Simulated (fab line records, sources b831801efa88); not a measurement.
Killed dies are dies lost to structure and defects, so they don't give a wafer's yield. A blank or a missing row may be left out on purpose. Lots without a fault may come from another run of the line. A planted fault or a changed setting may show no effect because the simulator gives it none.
One fault seen from 2 desks | flow sky130 | each desk has only its own numbers; what lay behind them comes last

THE METROLOGY DESK
What the gauges read, lot by lot, whatever tool the lot ran on: means of the sampled wafers that have a number. A lot is out of limits, marked OUT, if its mean lies more than 4 standard deviations from the usual mean; the brackets give that distance.
Columns: A = cd_nm at SKY_VT_ADJUST_NCORE_CD_MEAS_07, usual 380.4 nm; B = POLY_GATE_CVD_00_THK at SKY_POLY_GATE_THK_MEAS_01, usual 179.4 nm; C = POLY_GATE_CVD_03_THK at SKY_POLY_GATE_THK_MEAS_04, usual 75.0 nm
lot  | first seen here | A     | B               | C
L750 | day 9 05:25     | 379.4 | 180.1           | 74.8
L752 | day 9 19:16     | 381.1 | 150.1 (-21) OUT | 74.4
L753 | day 10 04:15    | 380.3 | 151.0 (-20) OUT | 74.3
L754 | day 10 12:16    | 379.7 | 129.2 (-36) OUT | 74.8
L763 | day 12 23:52    | 381.6 | 177.3           | 75.5
L765 | day 13 14:57    | 374.9 | 179.7           | 75.0
L766 | day 14 00:18    | 382.8 | 179.2           | 75.6
L767 | day 14 06:43    | 385.1 | 176.8           | 74.1
L768 | day 14 11:58    | 382.0 | 179.6           | 76.0
L771 | day 15 10:41    | 379.5 | 179.3           | 74.6
This desk's finding: out of limits on L752, L753, L754; first on L752, day 15 11:55 (POLY_GATE_CVD_00_THK at SKY_POLY_GATE_THK_MEAS_01). In limits: L750, L763, L765, L766, L767, L768, L771.

THE TOOL OWNER'S DESK: lpcvd-01
The tool's own readings at SKY_POLY_GATE_CVD_00 (deposits poly-Si, target thk 180 nm, time 720 s): means of the sampled wafers that have a number, for each lot that ran on this tool. A lot is out of limits, marked OUT, if its mean lies more than 4 standard deviations from the usual mean; the brackets give that distance.
Columns: A = spike_tc_centre_C at SKY_POLY_GATE_CVD_00, usual 620.9 C; B = spike_tc_lower_C at SKY_POLY_GATE_CVD_00, usual 620.7 C; C = spike_tc_upper_C at SKY_POLY_GATE_CVD_00, usual 620.0 C; D = zone_power_centre_pct at SKY_POLY_GATE_CVD_00, usual 9.18 %; E = zone_power_lower_pct at SKY_POLY_GATE_CVD_00, usual 8.4 %; F = zone_power_upper_pct at SKY_POLY_GATE_CVD_00, usual 9.3 %
lot  | first seen here | A               | B                | C                | D              | E               | F
L750 | day 14 16:52    | 621.6           | 619.7            | 620.3            | 9.36           | 7.7             | 9.5
L752 | day 15 10:42    | 584.4 (-33) OUT | 624.9            | 625.9 (+6.3) OUT | 3.12 (-26) OUT | 10.5            | 13.2 (+9.4) OUT
L753 | day 15 20:17    | 584.3 (-33) OUT | 626.6 (+5.4) OUT | 624.8 (+5.2) OUT | 2.99 (-27) OUT | 12.4 (+5.8) OUT | 12.0 (+6.7) OUT
L754 | day 16 08:16    | 584.6 (-33) OUT | 625.3 (+4.2) OUT | 625.3 (+5.7) OUT | 2.95 (-27) OUT | 12.4 (+5.8) OUT | 12.0 (+6.7) OUT
L763 | day 19 09:50    | 620.3           | 620.1            | 620.5            | 9.39           | 7.8             | 9.6
L765 | day 20 02:10    | 619.8           | 621.8            | 620.3            | 9.06           | 9.1             | 8.8
L766 | day 20 13:56    | 620.2           | 620.8            | 620.4            | 8.90           | 9.1             | 9.0
L767 | day 20 19:37    | 621.0           | 621.8            | 619.5            | 9.40           | 7.8             | 9.8
L768 | day 21 02:20    | 620.5           | 620.9            | 619.7            | 8.96           | 9.2             | 8.9
L771 | day 22 02:08    | 620.6           | 621.6            | 619.2            | 8.93           | 9.0             | 8.8
This desk's finding: out of limits on L752, L753, L754; first on L752, day 15 10:42 (spike_tc_centre_C at SKY_POLY_GATE_CVD_00). In limits: L750, L763, L765, L766, L767, L768, L771.

PUT TOGETHER
The tool owner's desk could have raised an alarm at day 15 10:42, on L752, L753, L754.
The metrology desk could have raised an alarm at day 15 11:55, on L752, L753, L754.
Of the lots named, all ran SKY_POLY_GATE_CVD_00 on lpcvd-01.

WHAT THE SIMULATOR HAD PUT IN
Process parameter drift: lpcvd-01, from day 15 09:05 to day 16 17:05, at SKY_POLY_GATE_CVD_00. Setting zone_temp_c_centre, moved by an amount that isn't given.
Lots struck among those shown: L752, L753, L754.
Hours from the fault's start to each desk's first reading out of limits: the tool owner's desk, 2; the metrology desk, 3.
